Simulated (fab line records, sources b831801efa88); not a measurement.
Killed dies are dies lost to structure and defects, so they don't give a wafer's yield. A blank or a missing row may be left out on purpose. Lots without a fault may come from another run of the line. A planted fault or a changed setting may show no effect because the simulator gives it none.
One fault seen from 2 desks | flow sky130 | each desk has only its own numbers; what lay behind them comes last

THE TOOL OWNER'S DESK: plasma_asher-01
The tool's own readings at SKY_VT_ADJUST_HVTP_STRIP_10 (strips in O2/N2): means of the sampled wafers that have a number, for each lot that ran on this tool. A lot is out of limits, marked OUT, if its mean lies more than 4 standard deviations from the usual mean; the brackets give that distance.
Columns: A = drypump_motor_current_A at SKY_VT_ADJUST_HVTP_STRIP_10, usual 5.79 A; B = oes_product_au at SKY_VT_ADJUST_HVTP_STRIP_10, usual 0.716 a.u.; C = strip_time_to_endpoint_s at SKY_VT_ADJUST_HVTP_STRIP_10, usual 14.17 s
lot  | first seen here | A    | B     | C
L772 | day 6 05:29     | 5.67 | 0.715 | 14.17
L775 | day 7 09:04     | 5.71 | 0.716 | 14.14
L778 | day 7 18:41     | 5.67 | 0.717 | 14.21
L780 | day 8 08:55     | 5.68 | 0.713 | 14.18
L791 | day 11 12:04    | 5.69 | 0.720 | 14.24
This desk's finding: nothing out of limits on any of the 5 lots.

THE METROLOGY DESK
What the gauges read, lot by lot, whatever tool the lot ran on: means of the sampled wafers that have a number. A lot is out of limits, marked OUT, if its mean lies more than 4 standard deviations from the usual mean; the brackets give that distance.
Columns: A = CAPM_TIN_RS at SKY_CAPM_RS_MEAS_03, usual 6.91 ohm/sq; B = CAPM_TIN_THK at SKY_CAPM_THK_MEAS_04, usual 197.9 nm
lot  | first seen here | A    | B
L772 | day 36 03:01    | 6.92 | 198.5
L771 | day 36 07:12    | 6.92 | 197.9
L773 | day 36 16:49    | 6.86 | 199.9
L775 | day 37 15:36    | 6.77 | 201.5
L778 | day 38 10:37    | 6.89 | 197.0
L780 | day 39 01:04    | 6.98 | 196.6
L785 | day 40 13:09    | 7.03 | 194.9
L788 | day 41 06:49    | 6.94 | 195.7
L791 | day 42 11:20    | 6.84 | 199.6
L792 | day 42 22:53    | 6.92 | 197.2
L794 | day 43 03:55    | 6.90 | 198.7
L793 | day 43 12:49    | 6.84 | 200.1
This desk's finding: nothing out of limits on any of the 12 lots.

PUT TOGETHER
The tool owner's desk saw nothing out of limits.
The metrology desk saw nothing out of limits.

WHAT THE SIMULATOR HAD PUT IN
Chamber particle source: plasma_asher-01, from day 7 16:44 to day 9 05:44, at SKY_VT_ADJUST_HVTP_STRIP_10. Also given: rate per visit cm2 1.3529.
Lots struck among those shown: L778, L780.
